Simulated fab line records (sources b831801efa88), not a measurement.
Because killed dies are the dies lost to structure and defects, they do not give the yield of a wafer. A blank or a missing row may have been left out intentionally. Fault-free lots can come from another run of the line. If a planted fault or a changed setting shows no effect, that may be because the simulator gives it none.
Check of tool commonality | flow gf180mcu | Sampled: 12 lots, 42 wafers

== WHY THIS WAS OPENED ==
Of 12 lots, 2 have the reading HV_LDD_RS flagged at GF_HV_LDD_RS_MEAS_53. No-fault wafers: 418.4 ohm/sq, standard deviation 0.81.
Rule: a lot is flagged in two cases, either no wafer of it has a number, or all its wafers with numbers fall more than 4 standard deviations from that mean. The rest of the lots are taken to be sound.

lot  | measured     | on           | HV_LDD_RS (ohm/sq), wafer by wafer  | flag
L145 | day 12 18:14 | filmMetro-04 | 417.7 417.2 418.1                   | 
L146 | day 13 02:49 | filmMetro-03 | 418.3 417.9 418.0                   | 
L149 | day 14 04:22 | filmMetro-01 | 417.8 417.2 417.7                   | 
L150 | day 14 09:14 | filmMetro-01 | 418.9 418.4 417.9                   | 
L152 | day 15 06:30 | filmMetro-03 | 418.1 419.0 419.5                   | 
L153 | day 15 16:04 | filmMetro-04 | 419.5 420.2 418.7                   | 
L155 | day 16 07:23 | filmMetro-03 | 413.6 414.2 413.9 413.9 414.6 414.7 | FLAGGED
L158 | day 17 01:35 | filmMetro-03 | 414.9 413.7 413.9 413.4 413.8 414.0 | FLAGGED
L164 | day 19 06:52 | filmMetro-04 | 418.2 416.8 417.5                   | 
L165 | day 19 17:20 | filmMetro-03 | 418.3 417.9 418.2                   | 
L166 | day 19 23:07 | filmMetro-01 | 419.2 418.4 420.1                   | 
L167 | day 20 08:41 | filmMetro-03 | 416.9 418.2 417.5                   | 
The numbers of the flagged lots are 414.1 ohm/sq on average: -4.3 ohm/sq against the usual, or -5 standard deviations.

== EACH LOT AND THE TOOL IT RAN ON ==
2 process steps preceding the reading are held in the record, out of 602 steps in the route. Each cell gives the tool, then ch followed by the chambers the sampled wafers passed through, then the start.
lot  | flag    | GF_VT_IMPLANT_STRIP_09              | GF_HV_LDD_IMPLANT_35
L145 |         | plasmaAsher-03 ch 0,1, day 5 21:05  | implanter-02 ch 0, day 11 21:41
L146 |         | plasmaAsher-03 ch 0,1, day 6 02:35  | implanter-02 ch 0, day 12 06:10
L149 |         | plasmaAsher-04 ch 0,1, day 6 22:38  | implanter-03 ch 0, day 13 06:44
L150 |         | plasmaAsher-02 ch 0,1, day 7 02:34  | implanter-04 ch 0, day 13 11:35
L152 |         | plasmaAsher-02 ch 0,1, day 7 16:46  | implanter-03 ch 0, day 14 07:46
L153 |         | plasmaAsher-03 ch 0,1, day 8 00:29  | implanter-02 ch 0, day 14 17:12
L155 | FLAGGED | plasmaAsher-02 ch 0,1, day 8 14:04  | implanter-03 ch 0, day 15 08:44
L158 | FLAGGED | plasmaAsher-04 ch 0,1, day 9 03:42  | implanter-03 ch 0, day 16 02:13
L164 |         | plasmaAsher-02 ch 0,1, day 10 22:13 | implanter-02 ch 0, day 18 05:58
L165 |         | plasmaAsher-02 ch 0,1, day 11 03:08 | implanter-04 ch 0, day 18 15:43
L166 |         | plasmaAsher-04 ch 0,1, day 11 08:52 | implanter-02 ch 0, day 18 21:14
L167 |         | plasmaAsher-02 ch 0,1, day 11 14:53 | implanter-04 ch 0, day 19 07:17
These steps, and what they do:
- GF_VT_IMPLANT_STRIP_09: strips in O2/N2.
- GF_HV_LDD_IMPLANT_35
- GF_HV_LDD_RS_MEAS_53: measures by four-point-probe.

== FLAGGED AGAINST TOTAL, ONE TOOL AT A TIME (gauges that did the reading follow at the end) ==
step                   | tool           | lots run | flagged | share of the flagged lots | sound lots run after its first flagged lot
GF_VT_IMPLANT_STRIP_09 | plasmaAsher-02 | 6        | 1       | some                      | 3 (L164,L165,L167)
GF_VT_IMPLANT_STRIP_09 | plasmaAsher-03 | 3        | 0       | none                      | -
GF_VT_IMPLANT_STRIP_09 | plasmaAsher-04 | 3        | 1       | some                      | 1 (L166)
GF_HV_LDD_IMPLANT_35   | implanter-02   | 5        | 0       | none                      | -
GF_HV_LDD_IMPLANT_35   | implanter-03   | 4        | 2       | all                       | 0
GF_HV_LDD_IMPLANT_35   | implanter-04   | 3        | 0       | none                      | -
GF_HV_LDD_RS_MEAS_53   | filmMetro-01   | 3        | 0       | none                      | -
GF_HV_LDD_RS_MEAS_53   | filmMetro-03   | 6        | 2       | all                       | 2 (L165,L167)
GF_HV_LDD_RS_MEAS_53   | filmMetro-04   | 3        | 0       | none                      | -

== WHAT THE TABLE ALLOWS ==
Every flagged lot went through 2 rows of the table: implanter-03 at GF_HV_LDD_IMPLANT_35 and filmMetro-03 at GF_HV_LDD_RS_MEAS_53.
- implanter-03 at GF_HV_LDD_IMPLANT_35: 2 of its 4 lots flagged. Last sound lot L152 at day 14 07:46, first flagged lot L155 at day 15 08:44; a fault beginning in between fits. Its own readings (beamEnergyKeV) fall more than 4 standard deviations out on all wafers of the flagged lots.
- filmMetro-03 at GF_HV_LDD_RS_MEAS_53: 2 of its 6 lots flagged. Lots that were sound ran on it after the first flagged one (L165, L167); a persistent fault on the entire tool would not allow that.
Left over: one tool, implanter-03 at GF_HV_LDD_IMPLANT_35.

== WHAT WAS PUT IN BY THE SIMULATOR ==
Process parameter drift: implanter-03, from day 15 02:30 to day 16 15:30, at GF_HV_LDD_IMPLANT_35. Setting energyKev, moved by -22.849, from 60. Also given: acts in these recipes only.
Lots struck among those shown: L155, L158. The same result came from the rule above.
